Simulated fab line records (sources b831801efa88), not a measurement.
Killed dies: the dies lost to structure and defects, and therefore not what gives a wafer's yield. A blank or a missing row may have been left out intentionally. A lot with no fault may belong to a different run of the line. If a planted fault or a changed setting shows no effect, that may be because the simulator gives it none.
Which tool did it?	flow gf180mcu	12 lots, 36 wafers sampled, at 1 step of a route of 602

## WHAT EACH GAUGE READ, for each wafer
GF_M4_OVL_MEAS_15. Usual: M4_OVL typically reads -1 nm, with standard deviation 5.8.
lot	measured	on	M4_OVL (nm)	flag
L522	day 23 09:22	overlay-01	-11 -2 -2	
L523	day 23 14:13	overlay-02	-4 2 10	
L524	day 24 03:19	overlay-01	1 11 5	
L526	day 25 02:59	overlay-02	2 7 4	
L527	day 25 05:37	overlay-02	0 4 3	
L529	day 26 03:19	overlay-01	-10 -7 -19	
L530	day 26 07:08	overlay-02	-10 -4 2	
L532	day 26 19:26	overlay-02	9 10 1	
L538	day 28 17:05	overlay-02	0 4 7	
L539	day 29 00:43	overlay-02	-1 0 2	
L541	day 29 10:58	overlay-01	2 8 4	
L544	day 30 10:55	overlay-01	-9 -4 -5	

## TOOL THAT RAN EACH LOT (tool first, then ch and the chambers of the sampled wafers, then the start)
Record: no process step prior to these readings.

## AS READ BY THE TOOLS THEMSELVES (means over the sampled wafers that have a number; for cases with no such wafer, the mark the record gives instead)
The record holds no such reading with a usual standard deviation.

## THE ANSWER, worked out from the rows above alone
Rule: take the mean of a lot's wafers that have a number; if it is more than 3 standard deviations from the usual mean, the lot is off. Also off: a lot with no number at a reading for which 4 or more lots have one. Any other lot the step has rows for is counted as sound. Order of review: gauges by route order, followed by the tools' own readings, for which a lot's mean as printed above is used. At the first step where some lot is off, the reading lying furthest off is the one used; lots without a number count as furthest.
No lot is off at any reading shown: from this, nothing can be told.

## WHAT WAS PUT IN BY THE SIMULATOR
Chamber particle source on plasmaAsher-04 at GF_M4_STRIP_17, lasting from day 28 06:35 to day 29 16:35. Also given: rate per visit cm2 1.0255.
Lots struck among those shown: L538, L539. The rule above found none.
